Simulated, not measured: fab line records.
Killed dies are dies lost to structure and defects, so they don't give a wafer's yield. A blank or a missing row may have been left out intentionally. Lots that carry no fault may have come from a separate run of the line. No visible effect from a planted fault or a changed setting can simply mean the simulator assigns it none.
Check of tool commonality || flow gf180mcu || 10 lots, 39 wafers sampled

REASON IT WAS OPENED
3 of 10 lots carry a flag on the reading NSD_RS at GF_PSD_RS_MEAS_14. Fault-free wafers read 46.10 ohm/sq, with a standard deviation of 0.088.
Rule: a lot gets a flag if all its wafers with a number sit over 4 standard deviations from that mean, or if no wafer of it has a number. The rest of the lots are taken to be sound.

{"lot": "L974", "measured": "day 14 21:35", "on": "filmMetro-03", "NSD_RS (ohm/sq), wafer by wafer": "46.20 46.06 46.16", "flag": ""}
{"lot": "L977", "measured": "day 15 15:27", "on": "filmMetro-01", "NSD_RS (ohm/sq), wafer by wafer": "46.10 46.12 46.25", "flag": ""}
{"lot": "L982", "measured": "day 17 01:19", "on": "filmMetro-01", "NSD_RS (ohm/sq), wafer by wafer": "46.10 46.22 46.14", "flag": ""}
{"lot": "L983", "measured": "day 17 06:41", "on": "filmMetro-03", "NSD_RS (ohm/sq), wafer by wafer": "46.01 46.08 46.13", "flag": ""}
{"lot": "L986", "measured": "day 18 16:07", "on": "filmMetro-02", "NSD_RS (ohm/sq), wafer by wafer": "46.15 46.21 46.27", "flag": ""}
{"lot": "L988", "measured": "day 19 08:47", "on": "filmMetro-03", "NSD_RS (ohm/sq), wafer by wafer": "44.30 44.31 44.23 44.34 44.23 44.27", "flag": "FLAGGED"}
{"lot": "L989", "measured": "day 19 20:47", "on": "filmMetro-03", "NSD_RS (ohm/sq), wafer by wafer": "44.34 44.30 44.37 44.37 44.40 44.33", "flag": "FLAGGED"}
{"lot": "L990", "measured": "day 19 23:43", "on": "filmMetro-02", "NSD_RS (ohm/sq), wafer by wafer": "44.39 44.48 44.41 44.34 44.39 44.48", "flag": "FLAGGED"}
{"lot": "L991", "measured": "day 20 10:02", "on": "filmMetro-03", "NSD_RS (ohm/sq), wafer by wafer": "46.17 46.12 46.12", "flag": ""}
{"lot": "L993", "measured": "day 21 00:16", "on": "filmMetro-02", "NSD_RS (ohm/sq), wafer by wafer": "46.07 46.09 46.17", "flag": ""}
Average over the flagged lots: 44.35 ohm/sq; offset from the usual -1.75 ohm/sq, equal to -20 standard deviations.

EACH LOT AND THE TOOL IT RAN ON
3 process steps preceding the reading are held in the record, out of 602 steps in the route. Read each cell as the tool, then ch plus the chambers that the sampled wafers visited, then the start.
{"lot": "L974", "flag": "", "GF_HV_LDD_STRIP_10": "plasmaAsher-04 ch 0,1, day 11 03:10", "GF_NSD_IMPLANT_09": "implanter-04 ch 0, day 14 00:16", "GF_NSD_STRIP_11": "plasmaAsher-02 ch 0,1, day 14 00:33"}
{"lot": "L977", "flag": "", "GF_HV_LDD_STRIP_10": "plasmaAsher-02 ch 0,1, day 11 16:47", "GF_NSD_IMPLANT_09": "implanter-04 ch 0, day 14 17:29", "GF_NSD_STRIP_11": "plasmaAsher-04 ch 0,1, day 14 17:46"}
{"lot": "L982", "flag": "", "GF_HV_LDD_STRIP_10": "plasmaAsher-02 ch 0,1, day 13 00:28", "GF_NSD_IMPLANT_09": "implanter-03 ch 0, day 16 01:55", "GF_NSD_STRIP_11": "plasmaAsher-04 ch 0,1, day 16 02:12"}
{"lot": "L983", "flag": "", "GF_HV_LDD_STRIP_10": "plasmaAsher-02 ch 0,1, day 13 03:34", "GF_NSD_IMPLANT_09": "implanter-02 ch 0, day 16 07:49", "GF_NSD_STRIP_11": "plasmaAsher-04 ch 0,1, day 16 08:06"}
{"lot": "L986", "flag": "", "GF_HV_LDD_STRIP_10": "plasmaAsher-01 ch 0,1, day 13 18:49", "GF_NSD_IMPLANT_09": "implanter-03 ch 0, day 17 14:37", "GF_NSD_STRIP_11": "plasmaAsher-04 ch 0,1, day 17 14:54"}
{"lot": "L988", "flag": "FLAGGED", "GF_HV_LDD_STRIP_10": "plasmaAsher-01 ch 0,1, day 14 10:13", "GF_NSD_IMPLANT_09": "implanter-03 ch 0, day 18 07:43", "GF_NSD_STRIP_11": "plasmaAsher-02 ch 0,1, day 18 07:59"}
{"lot": "L989", "flag": "FLAGGED", "GF_HV_LDD_STRIP_10": "plasmaAsher-01 ch 0,1, day 14 21:27", "GF_NSD_IMPLANT_09": "implanter-03 ch 0, day 18 20:43", "GF_NSD_STRIP_11": "plasmaAsher-04 ch 0,1, day 18 20:59"}
{"lot": "L990", "flag": "FLAGGED", "GF_HV_LDD_STRIP_10": "plasmaAsher-04 ch 0,1, day 15 02:19", "GF_NSD_IMPLANT_09": "implanter-03 ch 0, day 19 00:22", "GF_NSD_STRIP_11": "plasmaAsher-04 ch 0,1, day 19 00:39"}
{"lot": "L991", "flag": "", "GF_HV_LDD_STRIP_10": "plasmaAsher-02 ch 0,1, day 15 13:53", "GF_NSD_IMPLANT_09": "implanter-04 ch 0, day 19 12:46", "GF_NSD_STRIP_11": "plasmaAsher-02 ch 0,1, day 19 13:04"}
{"lot": "L993", "flag": "", "GF_HV_LDD_STRIP_10": "plasmaAsher-04 ch 0,1, day 15 22:02", "GF_NSD_IMPLANT_09": "implanter-02 ch 0, day 19 23:47", "GF_NSD_STRIP_11": "plasmaAsher-03 ch 0,1, day 20 00:05"}
What the steps here do:
- GF_HV_LDD_STRIP_10: strips in O2/N2.
- GF_NSD_IMPLANT_09
- GF_NSD_STRIP_11: strips in O2/N2.
- GF_PSD_RS_MEAS_14: measures by four-point-probe.

FLAGGED OVER TOTAL, TOOL BY TOOL (the gauges that took the reading come last)
{"step": "GF_HV_LDD_STRIP_10", "tool": "plasmaAsher-01", "lots run": 3, "flagged": 2, "share of the flagged lots": "some", "sound lots run after its first flagged lot": 0}
{"step": "GF_HV_LDD_STRIP_10", "tool": "plasmaAsher-02", "lots run": 4, "flagged": 0, "share of the flagged lots": "none", "sound lots run after its first flagged lot": "-"}
{"step": "GF_HV_LDD_STRIP_10", "tool": "plasmaAsher-04", "lots run": 3, "flagged": 1, "share of the flagged lots": "some", "sound lots run after its first flagged lot": "1 (L993)"}
{"step": "GF_NSD_IMPLANT_09", "tool": "implanter-02", "lots run": 2, "flagged": 0, "share of the flagged lots": "none", "sound lots run after its first flagged lot": "-"}
{"step": "GF_NSD_IMPLANT_09", "tool": "implanter-03", "lots run": 5, "flagged": 3, "share of the flagged lots": "all", "sound lots run after its first flagged lot": 0}
{"step": "GF_NSD_IMPLANT_09", "tool": "implanter-04", "lots run": 3, "flagged": 0, "share of the flagged lots": "none", "sound lots run after its first flagged lot": "-"}
{"step": "GF_NSD_STRIP_11", "tool": "plasmaAsher-02", "lots run": 3, "flagged": 1, "share of the flagged lots": "some", "sound lots run after its first flagged lot": "1 (L991)"}
{"step": "GF_NSD_STRIP_11", "tool": "plasmaAsher-03", "lots run": 1, "flagged": 0, "share of the flagged lots": "none", "sound lots run after its first flagged lot": "-"}
{"step": "GF_NSD_STRIP_11", "tool": "plasmaAsher-04", "lots run": 6, "flagged": 2, "share of the flagged lots": "some", "sound lots run after its first flagged lot": 0}
{"step": "GF_PSD_RS_MEAS_14", "tool": "filmMetro-01", "lots run": 2, "flagged": 0, "share of the flagged lots": "none", "sound lots run after its first flagged lot": "-"}
{"step": "GF_PSD_RS_MEAS_14", "tool": "filmMetro-02", "lots run": 3, "flagged": 1, "share of the flagged lots": "some", "sound lots run after its first flagged lot": "1 (L993)"}
{"step": "GF_PSD_RS_MEAS_14", "tool": "filmMetro-03", "lots run": 5, "flagged": 2, "share of the flagged lots": "some", "sound lots run after its first flagged lot": "1 (L991)"}

WHAT THE TABLE ALLOWS
All flagged lots share 1 row of the table, namely implanter-03 at GF_NSD_IMPLANT_09.
- implanter-03 at GF_NSD_IMPLANT_09 ran 5 lots, 3 of them flagged. Its last sound lot is L986 (day 17 14:37), its first flagged lot L988 (day 18 07:43): a fault that began between those two fits. Its own readings (beamEnergyKeV) fall more than 4 standard deviations out on all wafers of the flagged lots.
Just one tool remains: implanter-03 at GF_NSD_IMPLANT_09.

WHAT THE SIMULATOR PUT IN
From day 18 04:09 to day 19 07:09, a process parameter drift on implanter-03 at GF_NSD_IMPLANT_09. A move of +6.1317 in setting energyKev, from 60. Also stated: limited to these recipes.
Shown lots that were struck: L988, L989, L990. Same finding as the rule above.
